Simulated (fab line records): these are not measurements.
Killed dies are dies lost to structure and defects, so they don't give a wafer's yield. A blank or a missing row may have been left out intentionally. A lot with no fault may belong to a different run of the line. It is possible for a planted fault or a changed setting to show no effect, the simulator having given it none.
Which tool was responsible? | flow gf180mcu | 12 lots, 36 wafers sampled, at 1 step of a route of 602

## WHAT THE GAUGES READ, wafer by wafer
GF_M2_THK_MEAS_06: measures by xrf. Usual: M2_ALCU_THK 452 nm, standard deviation 5.3.
lot  | measured     | on            | M2_ALCU_THK (nm) | flag
L641 | day 18 04:46 | film-metro-01 | 464 465 461      |
L642 | day 18 15:18 | film-metro-02 | 447 446 443      |
L643 | day 19 08:15 | film-metro-03 | 450 454 447      |
L645 | day 20 03:57 | film-metro-01 | 447 447 453      |
L646 | day 20 11:01 | film-metro-03 | 443 446 454      |
L647 | day 20 16:32 | film-metro-01 | 445 444 446      |
L649 | day 21 18:41 | film-metro-03 | 456 455 448      |
L650 | day 22 00:53 | film-metro-01 | 453 451 445      |
L651 | day 22 08:46 | film-metro-02 | 457 456 453      |
L655 | day 23 15:40 | film-metro-02 | 460 463 455      |
L660 | day 26 00:49 | film-metro-02 | 453 447 444      |
L662 | day 26 01:14 | film-metro-01 | 455 453 455      |

## TOOL THAT RAN EACH LOT (tool first, then ch and the chambers of the sampled wafers, then the start)
Record: no process step prior to these readings.

## AS READ BY THE TOOLS THEMSELVES (means over the sampled wafers that have a number; for cases with no such wafer, the mark the record gives instead)
The record holds no such reading with a usual standard deviation.

## THE ANSWER, worked out from the rows above alone
Rule: take the mean of a lot's wafers that have a number; if it is more than 3 standard deviations from the usual mean, the lot is off. A lot without any number at a reading at which 4 lots or more have one is off too. All remaining lots with rows at the step are treated as sound. After the gauges, taken in route order, come the tools' own readings; for these a lot's mean is taken, as printed above. At the first step where some lot is off, the reading lying furthest off is the one used; lots without a number count as furthest.
Across all readings shown, no lot is off: no conclusion can be drawn from this.

## WHAT THE SIMULATOR HAD PUT IN
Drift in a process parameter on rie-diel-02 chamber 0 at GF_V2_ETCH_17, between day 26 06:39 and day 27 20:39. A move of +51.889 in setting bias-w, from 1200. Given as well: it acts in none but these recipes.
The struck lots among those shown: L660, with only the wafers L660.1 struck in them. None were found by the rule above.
